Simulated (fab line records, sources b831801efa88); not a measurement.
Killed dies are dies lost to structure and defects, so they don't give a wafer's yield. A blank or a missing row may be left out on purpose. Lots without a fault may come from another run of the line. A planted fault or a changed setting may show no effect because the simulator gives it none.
Which tool did it? | flow gf180mcu | 7 lots, 20 wafers sampled, at 2 steps of a route of 602

WHAT THE GAUGES READ, wafer by wafer
GF_MVPSD_OVL_MEAS_07.
lot  | measured    | on         | MVPSD_OVL (nm)
L800 | day 5 04:33 | overlay-01 | -0.7 -0.5 0.3
L802 | day 5 17:53 | overlay-01 | 0.2 1.0 0.8
L804 | day 6 06:37 | overlay-01 | 1.4 0.3 -0.6
L808 | day 7 07:23 | overlay-02 | -1.4 -1.3 -1.5
L813 | day 8 14:20 | overlay-01 | 1.8 1.7
L816 | day 9 05:02 | overlay-02 | -0.9 -1.9 0.1
L819 | day 9 23:06 | overlay-02 | 2.0 1.2 1.7

WHICH TOOL RAN EACH LOT (tool, then ch and the chambers of the sampled wafers, then the start)
lot  | GF_MVSD_IMPLANT_09
L800 | implanter-03 ch 0, day 4 15:34
L802 | implanter-03 ch 0, day 5 03:46
L804 | implanter-02 ch 0, day 5 15:37
L808 | implanter-01 ch 0, day 6 16:16
L813 | implanter-03 ch 0, day 7 22:25
L816 | implanter-01 ch 0, day 8 12:31
L819 | implanter-01 ch 0, day 9 05:34
- GF_MVSD_IMPLANT_09

THE ANSWER, worked out from the rows above alone
Rule: what is usual is taken from the lots themselves. Put in order of their means at a reading, lots are off if they are a third of the lots or fewer, leave a main group of 4 or more, and stand apart from it by a gap of 3 or more times the standard deviation of the main group's means; of several such gaps the widest counts. A main group whose means are all the same, to the digits that the tables above print for the reading, isn't used. A lot without any number at a reading at which 4 lots or more have one is off too. The other lots that the step has rows for count as sound.
No lot is off at any reading shown: from this, nothing can be told.

WHAT THE SIMULATOR HAD PUT IN
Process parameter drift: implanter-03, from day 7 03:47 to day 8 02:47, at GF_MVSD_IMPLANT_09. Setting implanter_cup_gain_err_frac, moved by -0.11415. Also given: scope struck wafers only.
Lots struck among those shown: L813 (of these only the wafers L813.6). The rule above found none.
